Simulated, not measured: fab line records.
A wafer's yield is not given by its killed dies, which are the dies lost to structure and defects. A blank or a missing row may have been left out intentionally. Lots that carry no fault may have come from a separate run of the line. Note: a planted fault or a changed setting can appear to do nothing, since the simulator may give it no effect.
fab line records    flow gf180mcu
record: lots: 12  wafers: 36  last-day: 34
route steps=602 shown LVPWELL@58 M2@364 V2@400 M3@414
lots that met no fault: from a run of the same line without faults
start-h: the number of hours between the record's first day and the start of the first shown wafer of the lot    wait-h: how many hours have passed since the lot's step before this one    " as in the row above    L1.1+2: several wafers, shown together as one row    - no value, or no start was given    * or withheld: withheld    < > ~ a bound
route shown NAME@n: names a module that has steps shown in the file, with the first one's number in the route    usual: mean/standard deviation of fault-free wafers    same: alike in all rows    chamber/n: place in a boat    sites: each site's reading    _std_site: the values' standard deviation    _edge_site: the outer-site mean with the inner-site mean subtracted    radius-mm: for every site, how far away it sits from the centre of the wafer    mask NAME#n: copy n    behind: tool/chamber where the wafer was last shaped    hold: why the lot went on hold/how many hours it stayed there/how the hold came to an end    device: the transistor (n, p or np) that didn't switch    end of line: the same wafers' tests at the end of the route    a step given without rows: its recipe and nothing more    killed: not the wafer's yield, but the dies lost to structure and defects at the first sort    map: the dies of a wafer, with x for killed, . for not killed, _ for no die there
set.NAME: the setting as run; set.NAME@STEP: as run at that earlier step    model.NAME: the simulator's own value behind a step, which no gauge read
route steps across a sampled set of lots; one table per step, one row per wafer
services: a tool's chamber out of use, with start hour (start-h, from the record's first day; less than 0 if before it), hours out, and reason
== steps ==
step: GF_LVPWELL_EXPOSE_04
recipe: mask-id: LVPWELL  target-cd-nm: 600  na: 0.6  source-shape: conventional  sigma-outer: 0.6  dose-mj: 260
lot.wafer   tool              chamber  start-h  wait-h  mask
L484.3+4+5  iline-stepper-02  0        62.01    -       LVPWELL#0
L485.2+5+6  iline-stepper-01  0        65.90    -       LVPWELL#0
L486.1+3+6  iline-stepper-02  0        74.33    -       LVPWELL#0
L487.2+3+5  iline-stepper-02  0        87.37    -       LVPWELL#0
L488.1+2+5  iline-stepper-01  0        88.73    -       LVPWELL#0
L494.1+3+4  iline-stepper-01  0        119.26   -       LVPWELL#0
L496.2+4+6  iline-stepper-01  0        129.44   -       LVPWELL#0
L502.1+2+3  iline-stepper-02  0        162.38   -       LVPWELL#0
L503.2+3+4  iline-stepper-02  0        170.48   -       LVPWELL#0
L504.3+5+6  iline-stepper-02  0        174.48   -       LVPWELL#0
L505.2+4+5  iline-stepper-02  0        178.11   -       LVPWELL#0
L507.2+3+4  iline-stepper-02  0        189.98   -       LVPWELL#0
step: GF_LVPWELL_OVL_MEAS_07
usual: LVPWELL_OVL: 0.1/1.4
lot.wafer  tool        chamber  start-h  wait-h  LVPWELL_OVL[nm]
L484.3     overlay-02  -        68.41    -       0.4
L484.4     "           -        "        "       -2.4
L484.5     "           -        "        "       -1.6
L485.2     overlay-02  -        72.92    -       2.7
L485.5     "           -        "        "       1.2
L485.6     "           -        "        "       1.9
L486.1     overlay-01  -        81.04    -       1.6
L486.3     "           -        "        "       1.4
L486.6     "           -        "        "       2.2
L487.2     overlay-02  -        94.05    -       0.2
L487.3     "           -        "        "       0.8
L487.5     "           -        "        "       -0.7
L488.1     overlay-01  -        95.50    -       -0.8
L488.2     "           -        "        "       0.5
L488.5     "           -        "        "       -0.6
L494.1     overlay-01  -        126.19   -       -169.2
L494.3     "           -        "        "       -169.8
L494.4     "           -        "        "       -168.2
L496.2     overlay-01  -        136.76   -       -167.7
L496.4     "           -        "        "       -167.8
L496.6     "           -        "        "       -168.6
L502.1     overlay-02  -        170.69   -       -0.5
L502.2     "           -        "        "       0.0
L502.3     "           -        "        "       0.7
L503.2     overlay-02  -        178.45   -       -1.6
L503.3     "           -        "        "       0.4
L503.4     "           -        "        "       -0.6
L504.3     overlay-01  -        182.02   -       -0.7
L504.5     "           -        "        "       -2.3
L504.6     "           -        "        "       -2.6
L505.2     overlay-02  -        186.15   -       0.4
L505.4     "           -        "        "       1.6
L505.5     "           -        "        "       0.2
L507.2     overlay-02  -        198.36   -       4.6
L507.3     "           -        "        "       0.5
L507.4     "           -        "        "       0.7
step: GF_M2_SPUTTER_02
recipe: material: AlCu  target-thk-nm: 450  power-w: 10600  time-s: 23.9  chamber-pressure-pa: 0.3809
usual: throttle-valve-pct: 30.1/0.83
lot.wafer  tool            chamber  start-h  wait-h  throttle-valve-pct
L484.3     pvd-sputter-02  -        409.75   0.0     29.8
L484.4     "               -        "        "       30.4
L484.5     "               -        "        "       30.0
L485.2     pvd-sputter-01  -        412.63   0.0     29.7
L485.5     "               -        "        "       30.4
L485.6     "               -        "        "       29.1
L486.1     pvd-sputter-02  -        433.10   0.0     28.8
L486.3     "               -        "        "       29.7
L486.6     "               -        "        "       30.3
L487.2     pvd-sputter-02  -        450.33   0.0     30.0
L487.3     "               -        "        "       29.7
L487.5     "               -        "        "       30.0
L488.1     pvd-sputter-01  -        454.69   0.0     29.4
L488.2     "               -        "        "       29.5
L488.5     "               -        "        "       29.8
L494.1     pvd-sputter-03  -        509.88   0.0     29.6
L494.3     "               -        "        "       30.8
L494.4     "               -        "        "       31.5
L496.2     pvd-sputter-01  -        520.37   0.0     29.4
L496.4     "               -        "        "       30.2
L496.6     "               -        "        "       30.1
L502.1     pvd-sputter-03  -        569.03   0.0     30.5
L502.2     "               -        "        "       32.0
L502.3     "               -        "        "       29.6
L503.2     pvd-sputter-01  -        577.53   0.0     29.4
L503.3     "               -        "        "       30.2
L503.4     "               -        "        "       29.9
L504.3     pvd-sputter-02  -        582.66   0.0     30.0
L504.5     "               -        "        "       28.7
L504.6     "               -        "        "       29.8
L505.2     pvd-sputter-01  -        594.53   0.0     29.9
L505.4     "               -        "        "       29.3
L505.5     "               -        "        "       29.2
L507.2     pvd-sputter-02  -        612.51   0.0     30.2
L507.3     "               -        "        "       30.2
L507.4     "               -        "        "       30.0
step: GF_V2_STRIP_18
recipe: chemistry: O2/N2  power-w: 1400  pressure-mtorr: 1500  platen-temp-c: 250  o2-flow-sccm: 3000  n2-flow-sccm: 300  overash-fraction: 0.5
usual: drypump-motor-current-A: 5.8/0.61  heater-power-w: 308/24  oes-product-au: 0.593/0.005
lot.wafer  tool             chamber  start-h  wait-h  drypump-motor-current-A  heater-power-w  oes-product-au  rf-hours-counter-h
L484.3     plasma-asher-01  1        459.77   -       5.5                      326             0.597           -
L484.4     "                0        "        "       6.0                      331             0.591           -
L484.5     "                1        "        "       5.5                      341             0.585           -
L485.2     plasma-asher-01  0        462.84   -       6.0                      333             0.587           37
L485.5     "                1        "        "       5.5                      334             0.597           -
L485.6     "                0        "        "       6.0                      321             0.597           -
L486.1     plasma-asher-03  1        483.34   -       4.9                      280             0.589           3
L486.3     "                0        "        "       6.5                      304             0.594           -
L486.6     "                0        "        "       6.5                      304             0.592           -
L487.2     plasma-asher-01  0        499.75   -       5.9                      321             0.584           40
L487.3     "                1        "        "       5.5                      339             0.594           -
L487.5     "                1        "        "       5.5                      344             0.590           -
L488.1     plasma-asher-02  0        504.45   -       6.5                      326             0.592           87
L488.2     "                1        "        "       5.9                      296             0.587           87
L488.5     "                1        "        "       5.9                      293             0.595           -
L494.1     plasma-asher-02  0        555.95   -       6.4                      333             0.591           93
L494.3     "                0        "        "       6.4                      318             0.590           -
L494.4     "                1        "        "       5.9                      297             0.585           -
L496.2     plasma-asher-03  0        569.64   -       6.5                      307             0.601           12
L496.4     "                1        "        "       4.9                      278             0.595           -
L496.6     "                1        "        "       4.9                      280             0.591           -
L502.1     plasma-asher-03  1        613.25   -       4.8                      276             0.592           16
L502.2     "                0        "        "       6.5                      304             0.600           16
L502.3     "                0        "        "       6.5                      304             0.588           -
L503.2     plasma-asher-02  0        621.39   -       6.4                      325             0.588           101
L503.3     "                1        "        "       5.9                      294             0.598           -
L503.4     "                0        "        "       6.4                      324             0.593           -
L504.3     plasma-asher-03  1        625.41   -       4.9                      276             0.598           -
L504.5     "                0        "        "       6.5                      314             0.587           -
L504.6     "                1        "        "       4.9                      269             0.594           -
L505.2     plasma-asher-03  0        636.64   -       6.5                      306             0.586           18
L505.4     "                1        "        "       4.9                      275             0.601           -
L505.5     "                1        "        "       4.9                      273             0.592           -
L507.2     plasma-asher-01  1        653.25   -       5.5                      352             0.582           58
L507.3     "                0        "        "       6.0                      321             0.593           -
L507.4     "                1        "        "       5.5                      337             0.597           -
step: GF_M3_RS_MEAS_05
recipe: thk-meas-gauge: four-point-probe  reads: TiN_of_M3_SPUTTER_04+Ti_of_M3_SPUTTER_03+AlCu_of_M3_SPUTTER_02+TiN_of_M3_SPUTTER_01+Ti_of_M3_SPUTTER_00
usual: M3_ALCU_RS: 0.0690/0.00076
lot.wafer  tool           chamber  start-h  wait-h  M3_ALCU_RS[ohm/sq]
L484.3     film-metro-01  -        461.22   0.1     0.0693
L484.4     "              -        "        "       0.0697
L484.5     "              -        "        "       0.0694
L485.2     film-metro-01  -        464.34   0.0     0.0685
L485.5     "              -        "        "       0.0685
L485.6     "              -        "        "       0.0694
L486.1     film-metro-02  -        484.78   0.0     0.0690
L486.3     "              -        "        "       0.0692
L486.6     "              -        "        "       0.0692
L487.2     film-metro-03  -        501.33   0.0     0.0687
L487.3     "              -        "        "       0.0688
L487.5     "              -        "        "       0.0675
L488.1     film-metro-02  -        506.01   0.0     0.0700
L488.2     "              -        "        "       0.0685
L488.5     "              -        "        "       0.0684
L494.1     film-metro-03  -        557.44   0.0     0.0695
L494.3     "              -        "        "       0.0687
L494.4     "              -        "        "       0.0678
L496.2     film-metro-02  -        571.10   0.0     0.0697
L496.4     "              -        "        "       0.0691
L496.6     "              -        "        "       0.0710
L502.1     film-metro-03  -        614.73   0.0     0.0708
L502.2     "              -        "        "       0.0680
L502.3     "              -        "        "       0.0685
L503.2     film-metro-02  -        622.97   0.0     0.0693
L503.3     "              -        "        "       0.0697
L503.4     "              -        "        "       0.0693
L504.3     film-metro-03  -        626.92   0.1     0.0686
L504.5     "              -        "        "       0.0703
L504.6     "              -        "        "       0.0698
L505.2     film-metro-02  -        638.44   0.0     0.0684
L505.4     "              -        "        "       0.0696
L505.5     "              -        "        "       0.0704
L507.2     film-metro-01  -        654.75   0.0     0.0689
L507.3     "              -        "        "       0.0694
L507.4     "              -        "        "       0.0695
== services ==
tool              chamber  start-h  hours  kind
iline-stepper-02  -        51.60    2.3    repair
iline-stepper-02  -        79.12    2.1    pm
iline-stepper-01  -        82.22    1.7    pm
plasma-asher-01   -        108.75   9.0    pm
pvd-sputter-01    -        124.05   7.6    repair
pvd-sputter-02    -        141.44   2.0    repair
iline-stepper-01  -        168.02   3.7    repair
plasma-asher-03   -        171.99   2.8    pm
pvd-sputter-01    -        185.55   1.3    repair
pvd-sputter-02    -        201.93   9.8    repair
iline-stepper-02  -        244.13   1.7    pm
plasma-asher-03   -        269.36   3.0    repair
iline-stepper-01  -        300.40   1.7    pm
iline-stepper-02  -        326.96   6.7    repair
pvd-sputter-02    -        384.33   19.3   repair
iline-stepper-01  -        391.57   3.1    repair
plasma-asher-01   -        398.89   7.6    repair
plasma-asher-01   -        419.38   0.3    repair
plasma-asher-03   -        421.25   9.0    pm
plasma-asher-03   -        435.62   23.5   repair
iline-stepper-02  -        462.38   1.7    pm
pvd-sputter-02    -        559.77   2.9    repair
pvd-sputter-02    -        560.86   6.2    repair
plasma-asher-03   -        576.54   6.2    repair
== key ==
first-sign: step: GF_LVPWELL_OVL_MEAS_07  reading: LVPWELL_OVL  direction: down  sigmas: 99+  usual: 0.1  struck: -168.5
effect none on later readings
met-at GF_LVPWELL_EXPOSE_04
struck-lots L494,L496
tester-left-out L494,L496
not-acting-at GF_M2_SPUTTER_02,GF_V2_STRIP_18,GF_M3_RS_MEAS_05
onset-between 88.73 119.26
fault: kind: scanner-matching-overlay  tool: iline-stepper-01  chamber: -  onset-h: 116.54  steps: GF_LVPWELL_EXPOSE_04  offset: -167.38
tester-left-out: of these lots the tester's yield and bins aren't shown, on N5 and GAA mostly nor the transistor test; their killed dies are dies lost to structure and defects alone, not to doping, threshold or leakage, so they don't give the yield
